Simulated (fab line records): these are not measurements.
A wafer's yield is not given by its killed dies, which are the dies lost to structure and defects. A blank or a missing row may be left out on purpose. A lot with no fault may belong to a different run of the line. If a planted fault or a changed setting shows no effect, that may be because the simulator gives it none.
A lot that was struck, set against a sound lot / flow sky130 / 17 out of 708 route steps
Sound: these wafers, L334.1, L334.2, L334.3. Struck: wafers L347.1, L347.2, L347.4. At the end, the cause is stated.
For every step that has rows: the tool of each side, followed by ch and its chambers, followed by its first start. Under that, the readings that differ: sound wafers / struck wafers / difference of the means / sigmas: that difference in standard deviations of wafers without a fault.
alike: readings with means less than 2 such deviations apart, plus words and numbers identical on both sides. not compared: withheld readings, readings lacking a value on some wafer, bounds such as >300 that could conceal the same value, and numbers that have no deviation in the record and whose values overlap.
Wherever a step has rows on one side only, a row that says differs or no value, or a row with sigmas, the two part there. Numbers that don't overlap but have no deviation are shown without sigmas and don't part them. A reading missing from all wafers of one side parts the sides only when that side holds two or more wafers.

SKY_VT_ADJUST_HVTP_OVL_MEAS_08:
  sound on overlay-01 at day 7 16:17; struck on overlay-01 at day 10 11:20
  alike: VT_ADJUST_HVTP_OVL
then, 1 step without rows for these wafers: SKY_VT_ADJUST_HVTP_IMPLANT_09.
SKY_VT_ADJUST_HVTP_STRIP_10: strips in O2/N2.
  sound on plasma-asher-01 ch 0,1, day 7 16:28; struck on plasma-asher-04 ch 0,1, day 10 11:31
reading=strip-time-to-endpoint-s (s); sound=14.24 14.28 14.22; struck=14.15 14.16 14.14; difference=-0.10; sigmas=-2
  alike: drypump-motor-current-A, oes-product-au
  not compared: rf-hours-counter-h
SKY_VT_ADJUST_HVTP_TW_MEAS_11:
  sound on film-metro-03 at day 7 16:34; struck on film-metro-01 at day 10 11:37
reading=VT_ADJUST_HVTP_TW; sound=1347 1351 1349; struck=1332 1325 1330; difference=-20; sigmas=-2
then, 7 steps without rows for these wafers: SKY_VT_ADJUST_LVTN_DEHYDRATE_00 (time 60 s); SKY_VT_ADJUST_LVTN_HMDS_01 (prime time 60 s); SKY_VT_ADJUST_LVTN_COAT_02 (resist thk 3000 nm); SKY_VT_ADJUST_LVTN_SOFTBAKE_03; SKY_VT_ADJUST_LVTN_EXPOSE_04 (exposes mask NWM COMPLEMENT LESS NATIVE, target cd 840 nm); SKY_VT_ADJUST_LVTN_PEB_05; SKY_VT_ADJUST_LVTN_DEVELOP_06 (develop time 60 s).
SKY_VT_ADJUST_LVTN_OVL_MEAS_07:
  sound on overlay-02 at day 8 12:37; struck on overlay-02 at day 11 09:49
  alike: VT_ADJUST_LVTN_OVL
SKY_VT_ADJUST_LVTN_IMPLANT_08:
  sound on implanter-01 ch 0, day 8 12:39; struck on implanter-03 ch 0, day 11 09:51
reading=dose-ions-cm2; sound=1.572e+12 1.5704e+12 1.5708e+12; struck=1.4408e+12 1.4411e+12 1.4415e+12; difference=-1.2993e+11; sigmas=-81
reading=faraday-current-uA; sound=8.98 9.22 8.61; struck=8.17 8.10 8.17; difference=-0.79; sigmas=-5
SKY_VT_ADJUST_LVTN_STRIP_09: strips in O2/N2.
  sound on plasma-asher-02 ch 0,1, day 8 12:48; struck on plasma-asher-02 ch 0,1, day 11 10:00
reading=strip-time-to-endpoint-s (s); sound=36.99 37.05 36.96; struck=36.65 36.71 36.70; difference=-0.31; sigmas=-3
  alike: drypump-motor-current-A, oes-product-au
  not compared: rf-hours-counter-h
SKY_VT_ADJUST_LVTN_TW_MEAS_10:
  sound on film-metro-01 at day 8 12:54; struck on film-metro-01 at day 11 10:06
reading=VT_ADJUST_LVTN_TW; sound=239.5 240.2 238.2; struck=231.1 231.4 232.9; difference=-7.5; sigmas=-3
then, 1 step without rows for these wafers: SKY_VT_ADJUST_LVTN_DEHYDRATE_11 (time 60 s).
-- a jump in the record: the struck wafers' starts before and after are 38 days apart (it breaks off in module VT_ADJUST_LVTN and resumes in module PAD_OPEN, where the first step shown is number 708 of the route) --
SKY_PAD_OPEN_PROBE_99:
  sound on prober-02 at day 47 08:52; struck on prober-01 at day 49 14:14
  alike: killed_at_M0_to_M3, killed_at_M4_up, killed-at-contacts, killed-at-front-end, killed-at-other, killed-dies, killed-open, killed-short

== WHERE THEY PART ==
Last at SKY_VT_ADJUST_LVTN_TW_MEAS_10 as far as this record goes, first at SKY_VT_ADJUST_HVTP_STRIP_10. Later steps at which nothing parts them and some readings are alike: SKY_PAD_OPEN_PROBE_99.

WHY: whatever the simulator had introduced
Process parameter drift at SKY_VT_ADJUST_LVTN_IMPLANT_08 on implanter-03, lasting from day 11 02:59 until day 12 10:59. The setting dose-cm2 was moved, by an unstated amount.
